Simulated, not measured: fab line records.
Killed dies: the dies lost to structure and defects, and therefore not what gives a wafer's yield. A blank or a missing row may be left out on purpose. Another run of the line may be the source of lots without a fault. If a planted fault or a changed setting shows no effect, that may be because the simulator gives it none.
fab line records :: flow gf180mcu
record:
  lots: 6
  wafers: 18
  last_day: 33
route steps=602 shown NWELL@48 LVPWELL@54
lots that met no fault: taken from a fault-free run of the same line
start_h: the number of hours between the record's first day and the start of the first shown wafer of the lot :: wait_h: how many hours have passed since the lot's step before this one :: " identical to the entry in the row above :: L1.1+2: one row covering several wafers at once :: - either no value or no given start :: * or withheld: withheld :: < > ~ a bound
route shown NAME@n: names a module that has steps shown in the file, with the first one's number in the route :: usual: mean/standard deviation taken from wafers without a fault :: same: alike in all rows :: chamber/n: place in a boat :: sites: each site's reading :: _std_site: how widely they spread, as a standard deviation :: _edge_site: outer sites' mean less inner sites' :: radius_mm: how far each site lies from the wafer's centre :: mask NAME#n: copy n :: behind: tool/chamber where the wafer was last shaped :: hold: why the lot went on hold/how many hours it stayed there/how the hold came to an end :: device: which transistor (n, p or np) failed to switch :: end of line: the route-end tests of the same wafers :: a step with no rows: only its recipe :: killed: at the first sort, the dies lost to defects and structure; wafer yield is something else :: map: a wafer's dies, x killed, . not, _ none there
set.NAME: setting as actually run; set.NAME@STEP: the setting as run at that earlier step :: model.NAME: the simulator's own value behind a step, which no gauge read
a table for each step, a row for each wafer; lots at some steps of the route
services: when a tool's chamber went out of use (start_h, in hours from the record's first day, below 0 if earlier), for how many hours, and the reason
== steps ==
step: GF_NWELL_DEVELOP_06
recipe:
  wall_angle_deg: 90
  develop_time_s: 60
  dev_temp_c: 23
step: GF_NWELL_OVL_MEAS_07
usual:
  NWELL_OVL: -0.8/1.3
lot.wafer: L348.1
tool: overlay-01
chamber: -
start_h: 94.49
wait_h: -
NWELL_OVL[nm]: -2.1

lot.wafer: L348.2
tool: overlay-01
chamber: -
start_h: 94.49
wait_h: -
NWELL_OVL[nm]: -2.6

lot.wafer: L348.3
tool: overlay-01
chamber: -
start_h: 94.49
wait_h: -
NWELL_OVL[nm]: -1.2

lot.wafer: L349.2
tool: overlay-02
chamber: -
start_h: 99.24
wait_h: -
NWELL_OVL[nm]: -2.8

lot.wafer: L349.4
tool: overlay-02
chamber: -
start_h: 99.24
wait_h: -
NWELL_OVL[nm]: -1.8

lot.wafer: L349.6
tool: overlay-02
chamber: -
start_h: 99.24
wait_h: -
NWELL_OVL[nm]: -0.7

lot.wafer: L357.1
tool: overlay-02
chamber: -
start_h: 143.93
wait_h: -
NWELL_OVL[nm]: 0.8

lot.wafer: L357.3
tool: overlay-02
chamber: -
start_h: 143.93
wait_h: -
NWELL_OVL[nm]: 2.0

lot.wafer: L357.5
tool: overlay-02
chamber: -
start_h: 143.93
wait_h: -
NWELL_OVL[nm]: 2.0

lot.wafer: L358.2
tool: overlay-02
chamber: -
start_h: 151.94
wait_h: -
NWELL_OVL[nm]: -0.7

lot.wafer: L358.3
tool: overlay-02
chamber: -
start_h: 151.94
wait_h: -
NWELL_OVL[nm]: 0.9

lot.wafer: L358.6
tool: overlay-02
chamber: -
start_h: 151.94
wait_h: -
NWELL_OVL[nm]: -0.5

lot.wafer: L360.1
tool: overlay-01
chamber: -
start_h: 156.18
wait_h: -
NWELL_OVL[nm]: -2.5

lot.wafer: L360.2
tool: overlay-01
chamber: -
start_h: 156.18
wait_h: -
NWELL_OVL[nm]: -2.2

lot.wafer: L360.5
tool: overlay-01
chamber: -
start_h: 156.18
wait_h: -
NWELL_OVL[nm]: -1.5

lot.wafer: L361.2
tool: overlay-01
chamber: -
start_h: 160.93
wait_h: -
NWELL_OVL[nm]: -1.5

lot.wafer: L361.3
tool: overlay-01
chamber: -
start_h: 160.93
wait_h: -
NWELL_OVL[nm]: 0.2

lot.wafer: L361.5
tool: overlay-01
chamber: -
start_h: 160.93
wait_h: -
NWELL_OVL[nm]: 0.6
step: GF_NWELL_IMPLANT_08
recipe:
  species: P
  energy_kev: 450
  dose_cm2: 1.5e+13
  tilt_deg: 0
step: GF_NWELL_IMPLANT_09
recipe:
  species: P
  energy_kev: 160
  dose_cm2: 4e+12
  tilt_deg: 0
step: GF_NWELL_STRIP_10
recipe:
  chemistry: O2/N2
  power_w: 1400
  pressure_mtorr: 1500
  platen_temp_c: 250
  o2_flow_sccm: 3000
  n2_flow_sccm: 300
  overash_fraction: 0.5
usual:
  drypump_motor_current_A: 6.02/0.24
  heater_power_w: 332/23
  o2_flow_sccm: 3000/8.6
  oes_product_au: 0.722/0.0047
  strip_time_to_endpoint_s: 36.95/0.093
lot.wafer: L348.1
tool: plasma_asher-03
chamber: 0
start_h: 94.93
wait_h: 0.1
drypump_motor_current_A: 6.23
heater_power_w: 302
o2_flow_sccm: 2987
oes_product_au: 0.723
rf_hours_counter_h: 45
strip_time_to_endpoint_s: 36.83

lot.wafer: L348.2
tool: plasma_asher-03
chamber: 1
start_h: 94.93
wait_h: 0.1
drypump_motor_current_A: 5.67
heater_power_w: 382
o2_flow_sccm: 3002
oes_product_au: 0.716
rf_hours_counter_h: 45
strip_time_to_endpoint_s: 37.00

lot.wafer: L348.3
tool: plasma_asher-03
chamber: 1
start_h: 94.93
wait_h: 0.1
drypump_motor_current_A: 5.73
heater_power_w: 395
o2_flow_sccm: 3000
oes_product_au: 0.723
rf_hours_counter_h: -
strip_time_to_endpoint_s: 36.86

lot.wafer: L349.2
tool: plasma_asher-01
chamber: 0
start_h: 99.57
wait_h: 0.1
drypump_motor_current_A: 5.77
heater_power_w: 342
o2_flow_sccm: 2989
oes_product_au: 0.724
rf_hours_counter_h: 44
strip_time_to_endpoint_s: 36.96

lot.wafer: L349.4
tool: plasma_asher-01
chamber: 0
start_h: 99.57
wait_h: 0.1
drypump_motor_current_A: 5.81
heater_power_w: 332
o2_flow_sccm: 2989
oes_product_au: 0.718
rf_hours_counter_h: -
strip_time_to_endpoint_s: 37.00

lot.wafer: L349.6
tool: plasma_asher-01
chamber: 0
start_h: 99.57
wait_h: 0.1
drypump_motor_current_A: 5.78
heater_power_w: 328
o2_flow_sccm: 2993
oes_product_au: 0.725
rf_hours_counter_h: -
strip_time_to_endpoint_s: 36.97

lot.wafer: L357.1
tool: plasma_asher-03
chamber: 0
start_h: 144.27
wait_h: 0.1
drypump_motor_current_A: 6.21
heater_power_w: 303
o2_flow_sccm: 2999
oes_product_au: 0.723
rf_hours_counter_h: 3
strip_time_to_endpoint_s: 37.04

lot.wafer: L357.3
tool: plasma_asher-03
chamber: 1
start_h: 144.27
wait_h: 0.1
drypump_motor_current_A: 5.69
heater_power_w: 374
o2_flow_sccm: 3011
oes_product_au: 0.721
rf_hours_counter_h: -
strip_time_to_endpoint_s: 36.96

lot.wafer: L357.5
tool: plasma_asher-03
chamber: 1
start_h: 144.27
wait_h: 0.1
drypump_motor_current_A: 5.71
heater_power_w: 378
o2_flow_sccm: 2987
oes_product_au: 0.723
rf_hours_counter_h: -
strip_time_to_endpoint_s: 37.07

lot.wafer: L358.2
tool: plasma_asher-03
chamber: 0
start_h: 152.27
wait_h: 0.1
drypump_motor_current_A: 6.25
heater_power_w: 313
o2_flow_sccm: 2996
oes_product_au: 0.728
rf_hours_counter_h: 4
strip_time_to_endpoint_s: 36.75

lot.wafer: L358.3
tool: plasma_asher-03
chamber: 1
start_h: 152.27
wait_h: 0.1
drypump_motor_current_A: 5.70
heater_power_w: 367
o2_flow_sccm: 2985
oes_product_au: 0.720
rf_hours_counter_h: -
strip_time_to_endpoint_s: 36.75

lot.wafer: L358.6
tool: plasma_asher-03
chamber: 1
start_h: 152.27
wait_h: 0.1
drypump_motor_current_A: 5.72
heater_power_w: 365
o2_flow_sccm: 2995
oes_product_au: 0.725
rf_hours_counter_h: -
strip_time_to_endpoint_s: 36.71

lot.wafer: L360.1
tool: plasma_asher-04
chamber: 1
start_h: 156.52
wait_h: 0.1
drypump_motor_current_A: 6.11
heater_power_w: 329
o2_flow_sccm: 3003
oes_product_au: 0.717
rf_hours_counter_h: 35
strip_time_to_endpoint_s: 36.95

lot.wafer: L360.2
tool: plasma_asher-04
chamber: 0
start_h: 156.52
wait_h: 0.1
drypump_motor_current_A: 5.85
heater_power_w: 342
o2_flow_sccm: 3009
oes_product_au: 0.719
rf_hours_counter_h: 35
strip_time_to_endpoint_s: 36.94

lot.wafer: L360.5
tool: plasma_asher-04
chamber: 1
start_h: 156.52
wait_h: 0.1
drypump_motor_current_A: 6.09
heater_power_w: 314
o2_flow_sccm: 3000
oes_product_au: 0.726
rf_hours_counter_h: -
strip_time_to_endpoint_s: 36.93

lot.wafer: L361.2
tool: plasma_asher-03
chamber: 0
start_h: 161.26
wait_h: 0.1
drypump_motor_current_A: 6.25
heater_power_w: 307
o2_flow_sccm: 2991
oes_product_au: 0.719
rf_hours_counter_h: 5
strip_time_to_endpoint_s: 37.13

lot.wafer: L361.3
tool: plasma_asher-03
chamber: 1
start_h: 161.26
wait_h: 0.1
drypump_motor_current_A: 5.70
heater_power_w: 368
o2_flow_sccm: 3015
oes_product_au: 0.722
rf_hours_counter_h: -
strip_time_to_endpoint_s: 37.10

lot.wafer: L361.5
tool: plasma_asher-03
chamber: 0
start_h: 161.26
wait_h: 0.1
drypump_motor_current_A: 6.26
heater_power_w: 306
o2_flow_sccm: 2999
oes_product_au: 0.726
rf_hours_counter_h: -
strip_time_to_endpoint_s: 37.11
step: GF_NWELL_TW_MEAS_11
usual:
  NWELL_TW: 1570/19
lot.wafer: L348.1
tool: film_metro-03
chamber: -
start_h: 95.03
wait_h: 0.1
NWELL_TW: 1564

lot.wafer: L348.2
tool: film_metro-03
chamber: -
start_h: 95.03
wait_h: 0.1
NWELL_TW: 1555

lot.wafer: L348.3
tool: film_metro-03
chamber: -
start_h: 95.03
wait_h: 0.1
NWELL_TW: 1552

lot.wafer: L349.2
tool: film_metro-04
chamber: -
start_h: 99.68
wait_h: 0.1
NWELL_TW: 1597

lot.wafer: L349.4
tool: film_metro-04
chamber: -
start_h: 99.68
wait_h: 0.1
NWELL_TW: 1591

lot.wafer: L349.6
tool: film_metro-04
chamber: -
start_h: 99.68
wait_h: 0.1
NWELL_TW: 1585

lot.wafer: L357.1
tool: film_metro-04
chamber: -
start_h: 144.37
wait_h: 0.1
NWELL_TW: 1599

lot.wafer: L357.3
tool: film_metro-04
chamber: -
start_h: 144.37
wait_h: 0.1
NWELL_TW: 1597

lot.wafer: L357.5
tool: film_metro-04
chamber: -
start_h: 144.37
wait_h: 0.1
NWELL_TW: 1587

lot.wafer: L358.2
tool: film_metro-01
chamber: -
start_h: 152.38
wait_h: 0.1
NWELL_TW: 1568

lot.wafer: L358.3
tool: film_metro-01
chamber: -
start_h: 152.38
wait_h: 0.1
NWELL_TW: 1559

lot.wafer: L358.6
tool: film_metro-01
chamber: -
start_h: 152.38
wait_h: 0.1
NWELL_TW: 1563

lot.wafer: L360.1
tool: film_metro-03
chamber: -
start_h: 156.62
wait_h: 0.1
NWELL_TW: 1560

lot.wafer: L360.2
tool: film_metro-03
chamber: -
start_h: 156.62
wait_h: 0.1
NWELL_TW: 1558

lot.wafer: L360.5
tool: film_metro-03
chamber: -
start_h: 156.62
wait_h: 0.1
NWELL_TW: 1547

lot.wafer: L361.2
tool: film_metro-04
chamber: -
start_h: 161.37
wait_h: 0.1
NWELL_TW: 1591

lot.wafer: L361.3
tool: film_metro-04
chamber: -
start_h: 161.37
wait_h: 0.1
NWELL_TW: 1587

lot.wafer: L361.5
tool: film_metro-04
chamber: -
start_h: 161.37
wait_h: 0.1
NWELL_TW: 1585
step: GF_LVPWELL_DEHYDRATE_00
recipe:
  temp_c: 200
  time_s: 60
step: GF_LVPWELL_HMDS_01
recipe:
  prime_time_s: 60
  prime_temp_c: 120
step: GF_LVPWELL_COAT_02
recipe:
  spin_rpm: 2000
  resist_thk_nm: 3000
step: GF_LVPWELL_SOFTBAKE_03
recipe:
  temp_c: 110
  time_s: withheld
step: GF_LVPWELL_EXPOSE_04
recipe:
  mask_id: LVPWELL
  target_cd_nm: 600
  na: 0.6
  source_shape: conventional
  sigma_outer: 0.6
  dose_mj: 260
step: GF_LVPWELL_PEB_05
recipe:
  temp_c: 115
  time_s: withheld
step: GF_LVPWELL_DEVELOP_06
recipe:
  wall_angle_deg: 90
  develop_time_s: 60
  dev_temp_c: 23
usual:
  chill_plate_temp_C: 23.00/0.099
  develop_time_s: 60/0
lot.wafer: L348.1
tool: litho_track-04
chamber: -
start_h: 108
wait_h: -
chill_plate_temp_C: -
develop_time_s: -

lot.wafer: L348.2
tool: litho_track-04
chamber: -
start_h: 108
wait_h: -
chill_plate_temp_C: -
develop_time_s: -

lot.wafer: L348.3
tool: litho_track-04
chamber: -
start_h: 108
wait_h: -
chill_plate_temp_C: -
develop_time_s: -

lot.wafer: L349.2
tool: litho_track-03
chamber: -
start_h: 113
wait_h: -
chill_plate_temp_C: -
develop_time_s: -

lot.wafer: L349.4
tool: litho_track-03
chamber: -
start_h: 113
wait_h: -
chill_plate_temp_C: -
develop_time_s: -

lot.wafer: L349.6
tool: litho_track-03
chamber: -
start_h: 113
wait_h: -
chill_plate_temp_C: -
develop_time_s: -

lot.wafer: L357.1
tool: litho_track-03
chamber: 0
start_h: 159
wait_h: -
chill_plate_temp_C: 22.98
develop_time_s: 60

lot.wafer: L357.3
tool: litho_track-03
chamber: 0
start_h: 159
wait_h: -
chill_plate_temp_C: 23.10
develop_time_s: 60

lot.wafer: L357.5
tool: litho_track-03
chamber: 0
start_h: 159
wait_h: -
chill_plate_temp_C: 23.05
develop_time_s: 60

lot.wafer: L358.2
tool: litho_track-03
chamber: 0
start_h: 168
wait_h: -
chill_plate_temp_C: 22.97
develop_time_s: 60

lot.wafer: L358.3
tool: litho_track-03
chamber: 0
start_h: 168
wait_h: -
chill_plate_temp_C: 23.10
develop_time_s: 60

lot.wafer: L358.6
tool: litho_track-03
chamber: 0
start_h: 168
wait_h: -
chill_plate_temp_C: 23.01
develop_time_s: 60

lot.wafer: L360.1
tool: litho_track-03
chamber: 0
start_h: 172
wait_h: -
chill_plate_temp_C: 22.81
develop_time_s: 60

lot.wafer: L360.2
tool: litho_track-03
chamber: 0
start_h: 172
wait_h: -
chill_plate_temp_C: 22.90
develop_time_s: 60

lot.wafer: L360.5
tool: litho_track-03
chamber: 0
start_h: 172
wait_h: -
chill_plate_temp_C: 22.88
develop_time_s: 60

lot.wafer: L361.2
tool: litho_track-01
chamber: 0
start_h: 177
wait_h: -
chill_plate_temp_C: 23.13
develop_time_s: 60

lot.wafer: L361.3
tool: litho_track-01
chamber: 0
start_h: 177
wait_h: -
chill_plate_temp_C: 22.97
develop_time_s: 60

lot.wafer: L361.5
tool: litho_track-01
chamber: 0
start_h: 177
wait_h: -
chill_plate_temp_C: 23.13
develop_time_s: 60
step: GF_LVPWELL_OVL_MEAS_07
usual:
  LVPWELL_OVL: 0.5/1.3
lot.wafer: L348.1
tool: overlay-01
chamber: -
start_h: 108.83
wait_h: -
LVPWELL_OVL[nm]: -

lot.wafer: L348.2
tool: overlay-01
chamber: -
start_h: 108.83
wait_h: -
LVPWELL_OVL[nm]: -

lot.wafer: L348.3
tool: overlay-01
chamber: -
start_h: 108.83
wait_h: -
LVPWELL_OVL[nm]: -

lot.wafer: L349.2
tool: overlay-01
chamber: -
start_h: 113.67
wait_h: -
LVPWELL_OVL[nm]: -

lot.wafer: L349.4
tool: overlay-01
chamber: -
start_h: 113.67
wait_h: -
LVPWELL_OVL[nm]: -

lot.wafer: L349.6
tool: overlay-01
chamber: -
start_h: 113.67
wait_h: -
LVPWELL_OVL[nm]: -

lot.wafer: L357.1
tool: overlay-01
chamber: -
start_h: 159.57
wait_h: -
LVPWELL_OVL[nm]: 2.6

lot.wafer: L357.3
tool: overlay-01
chamber: -
start_h: 159.57
wait_h: -
LVPWELL_OVL[nm]: 1.3

lot.wafer: L357.5
tool: overlay-01
chamber: -
start_h: 159.57
wait_h: -
LVPWELL_OVL[nm]: 1.5

lot.wafer: L358.2
tool: overlay-01
chamber: -
start_h: 168.77
wait_h: -
LVPWELL_OVL[nm]: 2.1

lot.wafer: L358.3
tool: overlay-01
chamber: -
start_h: 168.77
wait_h: -
LVPWELL_OVL[nm]: -1.0

lot.wafer: L358.6
tool: overlay-01
chamber: -
start_h: 168.77
wait_h: -
LVPWELL_OVL[nm]: 1.0

lot.wafer: L360.1
tool: overlay-01
chamber: -
start_h: 172.47
wait_h: -
LVPWELL_OVL[nm]: 0.7

lot.wafer: L360.2
tool: overlay-01
chamber: -
start_h: 172.47
wait_h: -
LVPWELL_OVL[nm]: -0.1

lot.wafer: L360.5
tool: overlay-01
chamber: -
start_h: 172.47
wait_h: -
LVPWELL_OVL[nm]: -0.3

lot.wafer: L361.2
tool: overlay-01
chamber: -
start_h: 177.64
wait_h: -
LVPWELL_OVL[nm]: -1.3

lot.wafer: L361.3
tool: overlay-01
chamber: -
start_h: 177.64
wait_h: -
LVPWELL_OVL[nm]: 0.2

lot.wafer: L361.5
tool: overlay-01
chamber: -
start_h: 177.64
wait_h: -
LVPWELL_OVL[nm]: 1.2
== services ==
tool: litho_track-03
chamber: -
start_h: 77.08
hours: -
kind: consumable_replace:filter

tool: plasma_asher-03
chamber: -
start_h: 108.75
hours: 9.0
kind: pm

tool: plasma_asher-03
chamber: 0
start_h: 108.75
hours: 9.0
kind: vent_cycle

tool: plasma_asher-03
chamber: 1
start_h: 108.75
hours: 9.0
kind: vent_cycle

tool: plasma_asher-03
chamber: -
start_h: 110.23
hours: 4.4
kind: repair

tool: plasma_asher-03
chamber: 0
start_h: 117.75
hours: -
kind: clean

tool: plasma_asher-03
chamber: 1
start_h: 117.75
hours: -
kind: clean

tool: plasma_asher-01
chamber: -
start_h: 144.46
hours: 13.8
kind: repair

tool: plasma_asher-01
chamber: -
start_h: 158.31
hours: 15.6
kind: pm
== key ==
first_sign:
  step: GF_LVPWELL_DEVELOP_06
  reading: tool_record
  direction: missing
effect none on later readings
met_at GF_LVPWELL_DEVELOP_06
struck_wafers L348.1,L348.2,L348.3,L349.2,L349.4,L349.6
sort_left_out L348.1,L348.2,L348.3,L349.2,L349.4,L349.6
tester_left_out L348,L349
fault:
  kind: skipped_step_whole
  tool: litho_track-03,litho_track-04
  chamber: -
  onset_h: 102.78
  steps: GF_LVPWELL_DEVELOP_06
  scope: struck_lots_only
tester_left_out: of these lots the tester's yield and bins aren't shown, on N5 and GAA mostly nor the transistor test; their killed dies are dies lost to structure and defects alone, not to doping, threshold or leakage, so they don't give the yield
sort_left_out: the simulated sort isn't trusted on such a fault, so these wafers' sort isn't shown, and their yield isn't known
